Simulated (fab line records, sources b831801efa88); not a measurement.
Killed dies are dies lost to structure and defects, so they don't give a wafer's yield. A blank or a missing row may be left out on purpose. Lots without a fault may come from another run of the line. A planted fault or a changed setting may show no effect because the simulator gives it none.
Which tool did it? | flow sky130 | 13 lots, 39 wafers sampled, at 2 steps of a route of 708

WHAT THE GAUGES READ, wafer by wafer
SKY_VIA2_BOW_MEAS_03.
lot  | measured     | on            | VIA2_BOW (um)
L563 | day 35 12:49 | film_metro-02 | 91 80 91
L566 | day 36 23:14 | film_metro-02 | 79 97 85
L570 | day 38 20:09 | film_metro-04 | 93 82 92
L571 | day 38 22:54 | film_metro-04 | 96 81 78
L574 | day 39 01:37 | film_metro-01 | 87 99 84
L573 | day 39 01:59 | film_metro-02 | 82 82 78
L576 | day 39 13:08 | film_metro-04 | 88 83 95
L578 | day 40 08:15 | film_metro-02 | 83 94 95
L579 | day 40 22:02 | film_metro-01 | 81 78 89
L581 | day 41 02:57 | film_metro-01 | 85 92 86
L582 | day 41 04:29 | film_metro-01 | 94 89 83
L585 | day 42 04:23 | film_metro-02 | 78 74 82
L586 | day 42 08:32 | film_metro-02 | 73 78 81

SKY_VIA2_OVL_MEAS_13.
lot  | measured     | on         | VIA2_OVL (nm)
L563 | day 36 15:28 | overlay-01 | 4 -1 1
L566 | day 37 23:43 | overlay-02 | 1 1 12
L570 | day 39 21:58 | overlay-01 | -10 -7 -5
L571 | day 40 00:31 | overlay-01 | 11 16 8
L574 | day 40 03:55 | overlay-01 | -6 -10 -4
L573 | day 40 04:04 | overlay-02 | 3 4 0
L576 | day 40 13:58 | overlay-02 | 3 -2 -3
L578 | day 41 08:16 | overlay-02 | -7 -7 -8
L579 | day 41 21:52 | overlay-02 | -4 -9 -4
L581 | day 42 03:34 | overlay-01 | 1 0 0
L582 | day 42 04:27 | overlay-01 | -13 -11 -12
L585 | day 43 04:51 | overlay-02 | -3 -11 -4
L586 | day 43 08:55 | overlay-01 | -5 -3 -7

WHICH TOOL RAN EACH LOT (tool, then ch and the chambers of the sampled wafers, then the start)
The record holds no process step before these readings.

WHAT THE TOOLS THEMSELVES READ (means of the sampled wafers that have a number; where no wafer has one, the mark that the record gives instead)
The record holds no such reading with a usual standard deviation.

THE ANSWER, worked out from the rows above alone
Rule: what is usual is taken from the lots themselves. Put in order of their means at a reading, lots are off if they are a third of the lots or fewer, leave a main group of 4 or more, and stand apart from it by a gap of 3 or more times the standard deviation of the main group's means; of several such gaps the widest counts. A main group whose means are all the same, to the digits that the tables above print for the reading, isn't used. A lot without any number at a reading at which 4 lots or more have one is off too. The other lots that the step has rows for count as sound. The gauges are gone through in route order, then the tools' own readings, and for those a lot's mean is taken as printed above. The first step at which some lot is off is used, and at that step the reading that is off furthest; a lot without a number counts as furthest.
No lot is off at any reading shown: from this, nothing can be told.

WHAT THE SIMULATOR HAD PUT IN
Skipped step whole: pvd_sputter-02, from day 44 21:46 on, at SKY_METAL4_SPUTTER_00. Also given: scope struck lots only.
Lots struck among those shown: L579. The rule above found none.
